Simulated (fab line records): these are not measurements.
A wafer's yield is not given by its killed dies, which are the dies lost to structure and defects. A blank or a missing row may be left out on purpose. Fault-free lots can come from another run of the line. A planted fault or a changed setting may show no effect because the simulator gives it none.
The same fault as seen by 2 desks / flow gf180mcu / each desk has only its own numbers; what lay behind them comes last

== THE TOOL OWNER'S DESK: wet bench-03 ==
The tool's own readings at GF_STI_WET_ETCH_28 (etches SiO2 in dHF, target depth 20 nm, time 40 s): means of the sampled wafers that have a number, for each lot that ran on this tool. Marked OUT: a lot whose mean sits more than 4 standard deviations from the usual mean, which makes it out of limits; the brackets give that distance.
Columns: A = bath heat duty pct at GF_STI_WET_ETCH_28, usual 6.5 %; B = run length s at GF_STI_WET_ETCH_28, usual 67.9 s; C = temp c at GF_STI_WET_ETCH_28, usual 25.01 C
lot=L513; first seen here=day 2 15:14; A=6.9; B=71.4; C=25.21
lot=L521; first seen here=day 4 08:07; A=5.8; B=72.1; C=25.05
lot=L531; first seen here=day 6 11:29; A=7.4; B=65.1; C=25.10
This desk found nothing out of limits on any of the 3 lots.

== METROLOGY DESK ==
What the gauges read, lot by lot, whatever tool the lot ran on: means of the sampled wafers that have a number. Marked OUT: a lot whose mean sits more than 4 standard deviations from the usual mean, which makes it out of limits; the brackets give that distance.
Columns: A = M2_ALCU_THK at GF_M2_THK_MEAS_06, usual 447 nm; B = V2_CVD_00_THK at GF_V2_THK_MEAS_01, usual 596 nm
lot=L511; first seen here=day 18 03:51; A=450; B=596
lot=L513; first seen here=day 18 19:03; A=449; B=596
lot=L514; first seen here=day 19 07:58; A=448; B=604
lot=L521; first seen here=day 22 11:06; A=457; B=593
lot=L526; first seen here=day 23 22:22; A=452; B=604
lot=L527; first seen here=day 24 02:57; A=444; B=592
lot=L528; first seen here=day 24 12:11; A=448; B=594
lot=L530; first seen here=day 24 23:26; A=446; B=582
lot=L531; first seen here=day 25 06:04; A=447; B=601
lot=L532; first seen here=day 25 15:35; A=449; B=607
lot=L533; first seen here=day 25 20:38; A=445; B=585
lot=L534; first seen here=day 26 07:28; A=447; B=602
This desk found nothing out of limits on any of the 12 lots.

== PUT TOGETHER ==
Nothing out of limits was seen by the tool owner's desk.
Metrology desk: nothing out of limits seen.

== WHAT THE SIMULATOR HAD PUT IN ==
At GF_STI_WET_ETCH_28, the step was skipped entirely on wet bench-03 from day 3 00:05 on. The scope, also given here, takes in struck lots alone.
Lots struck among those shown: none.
